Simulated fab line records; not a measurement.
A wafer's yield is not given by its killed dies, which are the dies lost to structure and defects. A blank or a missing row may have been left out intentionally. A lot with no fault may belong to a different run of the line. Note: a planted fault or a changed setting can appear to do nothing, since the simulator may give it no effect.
Which tool did it? / flow sky130 / 13 lots, 39 wafers sampled, at 5 steps of a route of 708

== WHAT EACH GAUGE READ, for each wafer ==
SKY_METAL1_OVL_MEAS_16. Usual: for METAL1_OVL the level is -2 nm and the standard deviation is 6.6.
lot=L400; measured=day 33 04:16; on=overlay-02; METAL1_OVL (nm)=1 8 -2; flag=
lot=L401; measured=day 33 14:29; on=overlay-01; METAL1_OVL (nm)=10 8 5; flag=
lot=L402; measured=day 33 21:56; on=overlay-01; METAL1_OVL (nm)=-10 0 -5; flag=
lot=L403; measured=day 34 15:27; on=overlay-02; METAL1_OVL (nm)=-3 -9 -5; flag=
lot=L404; measured=day 34 16:06; on=overlay-02; METAL1_OVL (nm)=-6 -2 -2; flag=
lot=L405; measured=day 35 02:53; on=overlay-01; METAL1_OVL (nm)=-8 -4 4; flag=
lot=L406; measured=day 35 15:25; on=overlay-01; METAL1_OVL (nm)=1 -13 0; flag=
lot=L408; measured=day 36 18:04; on=overlay-02; METAL1_OVL (nm)=-9 -2 -16; flag=
lot=L419; measured=day 39 05:29; on=overlay-01; METAL1_OVL (nm)=-5 0 3; flag=
lot=L421; measured=day 40 00:11; on=overlay-02; METAL1_OVL (nm)=0 7 -5; flag=
lot=L420; measured=day 40 05:15; on=overlay-01; METAL1_OVL (nm)=-6 -7 -4; flag=
lot=L422; measured=day 40 08:43; on=overlay-01; METAL1_OVL (nm)=2 0 3; flag=
lot=L423; measured=day 40 09:11; on=overlay-02; METAL1_OVL (nm)=-15 3 -6; flag=

SKY_VIA1_CD_MEAS_12: the cd target is 150 nm. Usual: cd_nm 149.9 nm, standard deviation 1.5.
lot=L400; measured=day 34 08:34; on=cd_sem-02; cd_nm (nm)=154.6 155.4 152.0; flag=
lot=L401; measured=day 34 19:08; on=cd_sem-02; cd_nm (nm)=150.1 149.2 149.4; flag=
lot=L402; measured=day 35 02:25; on=cd_sem-02; cd_nm (nm)=149.4 149.1 149.7; flag=
lot=L403; measured=day 35 19:49; on=cd_sem-01; cd_nm (nm)=149.2 148.0 148.5; flag=
lot=L404; measured=day 35 20:07; on=cd_sem-02; cd_nm (nm)=150.0 149.7 148.6; flag=
lot=L405; measured=day 36 06:48; on=cd_sem-01; cd_nm (nm)=150.8 150.1 152.2; flag=
lot=L406; measured=day 36 19:34; on=cd_sem-02; cd_nm (nm)=149.6 151.2 148.0; flag=
lot=L408; measured=day 37 21:24; on=cd_sem-02; cd_nm (nm)=111.0 39.4 -; flag=OFF
lot=L419; measured=day 40 08:12; on=cd_sem-02; cd_nm (nm)=148.9 149.9 149.1; flag=
lot=L421; measured=day 41 01:49; on=cd_sem-02; cd_nm (nm)=150.3 150.5 151.1; flag=
lot=L420; measured=day 41 07:11; on=cd_sem-01; cd_nm (nm)=149.9 148.0 147.9; flag=
lot=L422; measured=day 41 08:50; on=cd_sem-02; cd_nm (nm)=150.8 151.0 151.2; flag=
lot=L423; measured=day 41 10:29; on=cd_sem-01; cd_nm (nm)=148.2 151.2 148.7; flag=

== WHICH TOOL RAN EACH LOT (tool, then ch and the chambers of the sampled wafers, then the start) ==
lot=L400; SKY_METAL1_METAL_ETCH_19=rie_metal-01 ch 0, day 33 04:31; SKY_METAL1_STRIP_20=plasma_asher-02 ch 1, day 33 04:40; SKY_VIA1_EXPOSE_09=krf_scanner-01 ch 0, day 33 19:04
lot=L401; SKY_METAL1_METAL_ETCH_19=rie_metal-02 ch 1, day 33 14:43; SKY_METAL1_STRIP_20=plasma_asher-02 ch 1, day 33 14:54; SKY_VIA1_EXPOSE_09=krf_scanner-02 ch 0, day 34 06:06
lot=L402; SKY_METAL1_METAL_ETCH_19=rie_metal-04 ch 0,1, day 33 22:04; SKY_METAL1_STRIP_20=plasma_asher-03 ch 0,1, day 33 22:10; SKY_VIA1_EXPOSE_09=krf_scanner-01 ch 0, day 34 13:13
lot=L403; SKY_METAL1_METAL_ETCH_19=rie_metal-01 ch 0,1, day 34 15:34; SKY_METAL1_STRIP_20=plasma_asher-03 ch 0,1, day 34 15:40; SKY_VIA1_EXPOSE_09=krf_scanner-01 ch 0, day 35 06:29
lot=L404; SKY_METAL1_METAL_ETCH_19=rie_metal-04 ch 0,1, day 34 16:13; SKY_METAL1_STRIP_20=plasma_asher-02 ch 0,1, day 34 16:19; SKY_VIA1_EXPOSE_09=krf_scanner-02 ch 0, day 35 06:53
lot=L405; SKY_METAL1_METAL_ETCH_19=rie_metal-04 ch 0,1, day 35 03:01; SKY_METAL1_STRIP_20=plasma_asher-04 ch 0,1, day 35 03:07; SKY_VIA1_EXPOSE_09=krf_scanner-02 ch 0, day 35 17:44
lot=L406; SKY_METAL1_METAL_ETCH_19=rie_metal-02 ch 0,1, day 35 15:32; SKY_METAL1_STRIP_20=plasma_asher-02 ch 0,1, day 35 15:38; SKY_VIA1_EXPOSE_09=krf_scanner-02 ch 0, day 36 06:34
lot=L408; SKY_METAL1_METAL_ETCH_19=rie_metal-01 ch 0,1, day 36 18:11; SKY_METAL1_STRIP_20=plasma_asher-04 ch 0,1, day 36 18:17; SKY_VIA1_EXPOSE_09=krf_scanner-02 ch 0, day 37 08:15
lot=L419; SKY_METAL1_METAL_ETCH_19=rie_metal-01 ch 0,1, day 39 05:40; SKY_METAL1_STRIP_20=plasma_asher-03 ch 0,1, day 39 05:47; SKY_VIA1_EXPOSE_09=krf_scanner-01 ch 0, day 39 19:22
lot=L421; SKY_METAL1_METAL_ETCH_19=rie_metal-01 ch 0,1, day 40 00:19; SKY_METAL1_STRIP_20=plasma_asher-04 ch 1, day 40 00:25; SKY_VIA1_EXPOSE_09=krf_scanner-02 ch 0, day 40 14:04
lot=L420; SKY_METAL1_METAL_ETCH_19=rie_metal-02 ch 0,1, day 40 05:24; SKY_METAL1_STRIP_20=plasma_asher-04 ch 0,1, day 40 05:29; SKY_VIA1_EXPOSE_09=krf_scanner-02 ch 0, day 40 18:44
lot=L422; SKY_METAL1_METAL_ETCH_19=rie_metal-02 ch 0,1, day 40 08:51; SKY_METAL1_STRIP_20=plasma_asher-02 ch 0,1, day 40 08:57; SKY_VIA1_EXPOSE_09=krf_scanner-02 ch 0, day 40 21:27
lot=L423; SKY_METAL1_METAL_ETCH_19=rie_metal-01 ch 1, day 40 09:19; SKY_METAL1_STRIP_20=plasma_asher-03 ch 0,1, day 40 09:25; SKY_VIA1_EXPOSE_09=krf_scanner-01 ch 0, day 40 22:30
- SKY_METAL1_METAL_ETCH_19: etches the open film in Cl2/BCl3, stops on SiO2, target depth 360 nm, time 78 s.
- SKY_METAL1_STRIP_20: strips in O2/N2.
- SKY_VIA1_EXPOSE_09: exposes mask VIM, target cd 150 nm.

== WHAT THE TOOLS THEMSELVES READ (means of the sampled wafers that have a number; where no wafer has one, the mark that the record gives instead) ==
SKY_METAL1_METAL_ETCH_19. Usual: drypump_motor_current_A 6.1 A, standard deviation 0.31; oes_product_au 0.853 a.u., standard deviation 0.0067; rf_fwd_power_W 892 W, standard deviation 3.6; throttle_valve_pct 22.266 %, standard deviation 0.0093.
lot=L400; tool=rie_metal-01; drypump_motor_current_A (A)=6.2; oes_product_au (a.u.)=0.852; rf_fwd_power_W (W)=892; throttle_valve_pct (%)=22.269; flag=
lot=L401; tool=rie_metal-02; drypump_motor_current_A (A)=5.7; oes_product_au (a.u.)=0.847; rf_fwd_power_W (W)=894; throttle_valve_pct (%)=22.270; flag=
lot=L402; tool=rie_metal-04; drypump_motor_current_A (A)=5.9; oes_product_au (a.u.)=0.859; rf_fwd_power_W (W)=896; throttle_valve_pct (%)=22.264; flag=
lot=L403; tool=rie_metal-01; drypump_motor_current_A (A)=6.2; oes_product_au (a.u.)=0.859; rf_fwd_power_W (W)=889; throttle_valve_pct (%)=22.270; flag=
lot=L404; tool=rie_metal-04; drypump_motor_current_A (A)=5.9; oes_product_au (a.u.)=0.846; rf_fwd_power_W (W)=893; throttle_valve_pct (%)=22.266; flag=
lot=L405; tool=rie_metal-04; drypump_motor_current_A (A)=5.9; oes_product_au (a.u.)=0.854; rf_fwd_power_W (W)=895; throttle_valve_pct (%)=22.270; flag=
lot=L406; tool=rie_metal-02; drypump_motor_current_A (A)=5.9; oes_product_au (a.u.)=0.857; rf_fwd_power_W (W)=892; throttle_valve_pct (%)=22.263; flag=
lot=L408; tool=rie_metal-01; drypump_motor_current_A (A)=6.2; oes_product_au (a.u.)=0.851; rf_fwd_power_W (W)=890; throttle_valve_pct (%)=22.266; flag=
lot=L419; tool=rie_metal-01; drypump_motor_current_A (A)=6.3; oes_product_au (a.u.)=0.846; rf_fwd_power_W (W)=890; throttle_valve_pct (%)=22.271; flag=
lot=L421; tool=rie_metal-01; drypump_motor_current_A (A)=6.3; oes_product_au (a.u.)=0.857; rf_fwd_power_W (W)=891; throttle_valve_pct (%)=22.254; flag=
lot=L420; tool=rie_metal-02; drypump_motor_current_A (A)=5.8; oes_product_au (a.u.)=0.855; rf_fwd_power_W (W)=894; throttle_valve_pct (%)=22.259; flag=
lot=L422; tool=rie_metal-02; drypump_motor_current_A (A)=5.8; oes_product_au (a.u.)=0.853; rf_fwd_power_W (W)=892; throttle_valve_pct (%)=22.262; flag=
lot=L423; tool=rie_metal-01; drypump_motor_current_A (A)=6.4; oes_product_au (a.u.)=0.847; rf_fwd_power_W (W)=887; throttle_valve_pct (%)=22.254; flag=

SKY_METAL1_STRIP_20. Usual: drypump_motor_current_A 5.7 A, standard deviation 0.51; oes_product_au 0.345 a.u., standard deviation 0.0055; strip_time_to_endpoint_s 2.74 s, standard deviation 0.069.
lot=L400; tool=plasma_asher-02; drypump_motor_current_A (A)=6.2; oes_product_au (a.u.)=0.348; strip_time_to_endpoint_s (s)=2.83; flag=
lot=L401; tool=plasma_asher-02; drypump_motor_current_A (A)=6.2; oes_product_au (a.u.)=0.340; strip_time_to_endpoint_s (s)=2.72; flag=
lot=L402; tool=plasma_asher-03; drypump_motor_current_A (A)=6.0; oes_product_au (a.u.)=0.349; strip_time_to_endpoint_s (s)=2.70; flag=
lot=L403; tool=plasma_asher-03; drypump_motor_current_A (A)=5.9; oes_product_au (a.u.)=0.345; strip_time_to_endpoint_s (s)=2.74; flag=
lot=L404; tool=plasma_asher-02; drypump_motor_current_A (A)=5.8; oes_product_au (a.u.)=0.343; strip_time_to_endpoint_s (s)=2.75; flag=
lot=L405; tool=plasma_asher-04; drypump_motor_current_A (A)=5.7; oes_product_au (a.u.)=0.349; strip_time_to_endpoint_s (s)=2.75; flag=
lot=L406; tool=plasma_asher-02; drypump_motor_current_A (A)=5.8; oes_product_au (a.u.)=0.344; strip_time_to_endpoint_s (s)=2.76; flag=
lot=L408; tool=plasma_asher-04; drypump_motor_current_A (A)=5.7; oes_product_au (a.u.)=0.346; strip_time_to_endpoint_s (s)=2.74; flag=
lot=L419; tool=plasma_asher-03; drypump_motor_current_A (A)=6.0; oes_product_au (a.u.)=0.346; strip_time_to_endpoint_s (s)=2.77; flag=
lot=L421; tool=plasma_asher-04; drypump_motor_current_A (A)=4.9; oes_product_au (a.u.)=0.341; strip_time_to_endpoint_s (s)=2.70; flag=
lot=L420; tool=plasma_asher-04; drypump_motor_current_A (A)=5.3; oes_product_au (a.u.)=0.345; strip_time_to_endpoint_s (s)=2.81; flag=
lot=L422; tool=plasma_asher-02; drypump_motor_current_A (A)=5.5; oes_product_au (a.u.)=0.349; strip_time_to_endpoint_s (s)=2.85; flag=
lot=L423; tool=plasma_asher-03; drypump_motor_current_A (A)=5.9; oes_product_au (a.u.)=0.335; strip_time_to_endpoint_s (s)=2.61; flag=

SKY_VIA1_EXPOSE_09. Usual: exposure_dose_mJ_cm2 38.1, standard deviation 0.32; focus_offset_nm 0.0 nm, standard deviation 0.51; stage_vel_mm_s 499.98 mm/s, standard deviation 0.27.
lot=L400; tool=krf_scanner-01; exposure_dose_mJ_cm2=38.0; focus_offset_nm (nm)=0.6; stage_vel_mm_s (mm/s)=500.16; flag=
lot=L401; tool=krf_scanner-02; exposure_dose_mJ_cm2=37.9; focus_offset_nm (nm)=-0.0; stage_vel_mm_s (mm/s)=500.30; flag=
lot=L402; tool=krf_scanner-01; exposure_dose_mJ_cm2=37.9; focus_offset_nm (nm)=-0.5; stage_vel_mm_s (mm/s)=499.67; flag=
lot=L403; tool=krf_scanner-01; exposure_dose_mJ_cm2=38.6; focus_offset_nm (nm)=0.4; stage_vel_mm_s (mm/s)=500.23; flag=
lot=L404; tool=krf_scanner-02; exposure_dose_mJ_cm2=37.9; focus_offset_nm (nm)=-0.2; stage_vel_mm_s (mm/s)=500.11; flag=
lot=L405; tool=krf_scanner-02; exposure_dose_mJ_cm2=37.9; focus_offset_nm (nm)=-0.6; stage_vel_mm_s (mm/s)=499.82; flag=
lot=L406; tool=krf_scanner-02; exposure_dose_mJ_cm2=37.9; focus_offset_nm (nm)=0.3; stage_vel_mm_s (mm/s)=500.01; flag=
lot=L408; tool=krf_scanner-02; exposure_dose_mJ_cm2=41.7; focus_offset_nm (nm)=0.1; stage_vel_mm_s (mm/s)=499.99; flag=OFF
lot=L419; tool=krf_scanner-01; exposure_dose_mJ_cm2=38.6; focus_offset_nm (nm)=-0.3; stage_vel_mm_s (mm/s)=499.91; flag=
lot=L421; tool=krf_scanner-02; exposure_dose_mJ_cm2=37.9; focus_offset_nm (nm)=0.0; stage_vel_mm_s (mm/s)=499.69; flag=
lot=L420; tool=krf_scanner-02; exposure_dose_mJ_cm2=37.9; focus_offset_nm (nm)=0.0; stage_vel_mm_s (mm/s)=500.31; flag=
lot=L422; tool=krf_scanner-02; exposure_dose_mJ_cm2=37.9; focus_offset_nm (nm)=0.8; stage_vel_mm_s (mm/s)=499.72; flag=
lot=L423; tool=krf_scanner-01; exposure_dose_mJ_cm2=38.7; focus_offset_nm (nm)=-0.3; stage_vel_mm_s (mm/s)=500.31; flag=

== THE ANSWER, worked out from the rows above alone ==
Rule: lot off if the mean of its wafers having a number is beyond 3 standard deviations from the usual mean. Also off: a lot with no number at a reading for which 4 or more lots have one. Where the step has rows for the other lots, those lots are counted as sound. First the gauges in route order, then the tools' own readings, where a lot's mean is used as printed above. At the first step where some lot is off, the reading lying furthest off is the one used; lots without a number count as furthest.
Off: L408, at SKY_VIA1_CD_MEAS_12 (cd_nm).
If a tool, at a process step before that reading, ran all the lots that are off and no sound lot after the first of them, it fits. The gauges at SKY_VIA1_CD_MEAS_12 aren't tried: what is off there is off at SKY_VIA1_EXPOSE_09 too, on other tools, and a gauge's error can't cause that. Not one of the candidates tried fits.

== WHAT THE SIMULATOR HAD PUT IN ==
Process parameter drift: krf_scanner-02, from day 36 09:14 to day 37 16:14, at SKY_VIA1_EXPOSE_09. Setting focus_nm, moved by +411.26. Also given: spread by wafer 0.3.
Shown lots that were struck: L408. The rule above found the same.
